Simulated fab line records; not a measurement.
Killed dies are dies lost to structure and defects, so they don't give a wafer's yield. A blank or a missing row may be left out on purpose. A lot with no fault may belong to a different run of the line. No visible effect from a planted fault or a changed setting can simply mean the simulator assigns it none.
A single fault, viewed from 2 desks | flow sky130 | only its own numbers are on each desk; what lay behind them is given at the end

METROLOGY DESK
What the gauges read, lot by lot, whatever tool the lot ran on: means of the sampled wafers that have a number. Marked OUT: a lot whose mean sits more than 4 standard deviations from the usual mean, which makes it out of limits; the brackets give that distance.
Columns: A = LOCAL_INTERCONNECT_TIN_RS at SKY_LOCAL_INTERCONNECT_RS_MEAS_01, usual 14.13 ohm/sq; B = LOCAL_INTERCONNECT_TIN_THK at SKY_LOCAL_INTERCONNECT_THK_MEAS_02, usual 98.8 nm; C = CONTACT_CVD_00_THK at SKY_CONTACT_THK_MEAS_01, usual 75.1 nm
lot  | first seen here | A     | B     | C
L852 | day 29 04:43    | 14.20 | 98.5  | 74.8
L854 | day 29 16:44    | 14.03 | 99.4  | 75.1
L856 | day 30 12:37    | 14.13 | 99.0  | 73.6
L861 | day 32 02:18    | 14.26 | 98.3  | 74.2
L862 | day 32 14:25    | 14.21 | 98.4  | 74.3
L863 | day 32 21:10    | 13.87 | 100.7 | 75.0
L865 | day 33 11:15    | 13.96 | 100.3 | 75.6
L867 | day 33 19:00    | 14.14 | 98.2  | 75.2
L868 | day 34 06:26    | 13.99 | 99.6  | 75.4
L869 | day 34 12:49    | 14.05 | 99.3  | 74.9
L872 | day 35 19:59    | 14.32 | 97.6  | 74.8
L873 | day 36 07:08    | 13.98 | 99.5  | 74.4
L874 | day 37 00:13    | 14.16 | 98.7  | 75.2
Result from this desk: across the 13 lots, nothing is out of limits.

AT THE TOOL OWNER'S DESK: litho track-04
The tool's own readings at SKY_LOCAL_INTERCONNECT_COAT_06 (resist thk 450 nm): means of the sampled wafers that have a number, for each lot that ran on this tool. Marked OUT: a lot whose mean sits more than 4 standard deviations from the usual mean, which makes it out of limits; the brackets give that distance.
Columns: A = spin speed rpm at SKY_LOCAL_INTERCONNECT_COAT_06, usual 3000.0 rpm
lot  | first seen here | A
L852 | day 29 17:00    | 2999.6
L856 | day 31 02:00    | 3000.9
L861 | day 32 15:00    | 3239.7 (+99 or more) OUT
L862 | day 33 02:00    | 3236.8 (+99 or more) OUT
L863 | day 33 10:00    | 3238.9 (+99 or more) OUT
L874 | day 37 13:00    | 2996.7
This desk finds L861, L862, L863 out of limits, L861 being first, at day 32 15:00 (spin speed rpm at SKY_LOCAL_INTERCONNECT_COAT_06). Within limits: L852, L856, L874.

BROUGHT TOGETHER
The tool owner's desk could have raised an alarm at day 32 15:00, on L861, L862, L863.
The metrology desk saw nothing out of limits.
The metrology desk has L861, L862, L863 on record, within its limits.
On litho track-04, each named lot ran SKY_LOCAL_INTERCONNECT_COAT_06.

WHAT THE SIMULATOR HAD PUT IN
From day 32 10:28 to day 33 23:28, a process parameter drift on litho track-04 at SKY_LOCAL_INTERCONNECT_COAT_06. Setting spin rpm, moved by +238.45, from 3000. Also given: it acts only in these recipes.
Shown lots that were struck: L861, L862, L863.
Hours from the fault's start to each desk's first reading out of limits: the tool owner's desk, 5.
